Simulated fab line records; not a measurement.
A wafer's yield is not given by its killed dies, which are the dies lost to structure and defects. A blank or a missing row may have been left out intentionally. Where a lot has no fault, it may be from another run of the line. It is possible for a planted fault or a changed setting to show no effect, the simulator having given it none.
Which tool was responsible? :: flow gf180mcu :: 36 wafers from 12 lots sampled at 3 of the route's 602 steps

WHAT EACH GAUGE READ, for each wafer
GF_M3_THK_MEAS_06: measures by xrf.
lot: L076
measured: day 21 05:33
on: film-metro-02
M3_ALCU_THK (nm): 455 442 450

lot: L075
measured: day 21 11:38
on: film-metro-03
M3_ALCU_THK (nm): 457 452 449

lot: L079
measured: day 22 07:08
on: film-metro-02
M3_ALCU_THK (nm): 441 452 443

lot: L080
measured: day 23 01:07
on: film-metro-04
M3_ALCU_THK (nm): 455 450 449

lot: L083
measured: day 23 16:29
on: film-metro-03
M3_ALCU_THK (nm): 457 458 455

lot: L085
measured: day 24 06:58
on: film-metro-03
M3_ALCU_THK (nm): 453 456 454

lot: L087
measured: day 25 06:28
on: film-metro-03
M3_ALCU_THK (nm): 449 447 448

lot: L089
measured: day 25 14:47
on: film-metro-04
M3_ALCU_THK (nm): 450 445 443

lot: L091
measured: day 26 11:10
on: film-metro-04
M3_ALCU_THK (nm): 454 456 458

lot: L093
measured: day 26 22:44
on: film-metro-04
M3_ALCU_THK (nm): 453 453 456

lot: L095
measured: day 27 07:58
on: film-metro-02
M3_ALCU_THK (nm): 455 468 466

lot: L097
measured: day 27 21:41
on: film-metro-02
M3_ALCU_THK (nm): 449 458 454

WHAT TOOL EACH LOT RAN ON (gives the tool, then ch and the chambers of the sampled wafers, and finally the start)
lot: L076
GF_M1_SPUTTER_00: pvd-sputter-01, day 16 22:49
GF_M1_SPUTTER_01: pvd-sputter-01, day 16 22:55

lot: L075
GF_M1_SPUTTER_00: pvd-sputter-03, day 17 04:37
GF_M1_SPUTTER_01: pvd-sputter-03, day 17 04:43

lot: L079
GF_M1_SPUTTER_00: pvd-sputter-01, day 18 01:44
GF_M1_SPUTTER_01: pvd-sputter-01, day 18 01:50

lot: L080
GF_M1_SPUTTER_00: pvd-sputter-01, day 18 17:55
GF_M1_SPUTTER_01: pvd-sputter-01, day 18 18:01

lot: L083
GF_M1_SPUTTER_00: pvd-sputter-03, day 19 11:07
GF_M1_SPUTTER_01: pvd-sputter-03, day 19 11:13

lot: L085
GF_M1_SPUTTER_00: pvd-sputter-03, day 20 01:44
GF_M1_SPUTTER_01: pvd-sputter-03, day 20 01:50

lot: L087
GF_M1_SPUTTER_00: pvd-sputter-04, day 21 06:03
GF_M1_SPUTTER_01: pvd-sputter-04, day 21 06:09

lot: L089
GF_M1_SPUTTER_00: pvd-sputter-01, day 21 17:19
GF_M1_SPUTTER_01: pvd-sputter-01, day 21 17:25

lot: L091
GF_M1_SPUTTER_00: pvd-sputter-03, day 22 12:29
GF_M1_SPUTTER_01: pvd-sputter-03, day 22 12:35

lot: L093
GF_M1_SPUTTER_00: pvd-sputter-01, day 23 02:31
GF_M1_SPUTTER_01: pvd-sputter-01, day 23 02:37

lot: L095
GF_M1_SPUTTER_00: pvd-sputter-04, day 23 14:13
GF_M1_SPUTTER_01: pvd-sputter-04, day 23 14:19

lot: L097
GF_M1_SPUTTER_00: pvd-sputter-01, day 24 04:21
GF_M1_SPUTTER_01: pvd-sputter-01, day 24 04:27
- GF_M1_SPUTTER_00: material Ti, target thk 37.5 nm, time 150 s.
- GF_M1_SPUTTER_01: material TiN, target thk 30 nm, time 25 s.

THE ANSWER, worked out from the rows above alone
Rule: the lots themselves supply what counts as usual. The widest of any qualifying gaps counts: lots, ordered by their means at a reading, are off when they make up no more than a third of the lots, leave a main group of 4 or more, and stand apart from it by 3 or more times the standard deviation of that group's means. If all means in a main group match to the digits the tables above print for the reading, that group is not used. Also off: a lot with no number at a reading for which 4 or more lots have one. All remaining lots with rows at the step are treated as sound.
None of the lots is off at any reading shown; this tells nothing.

WHAT THE SIMULATOR PUT IN
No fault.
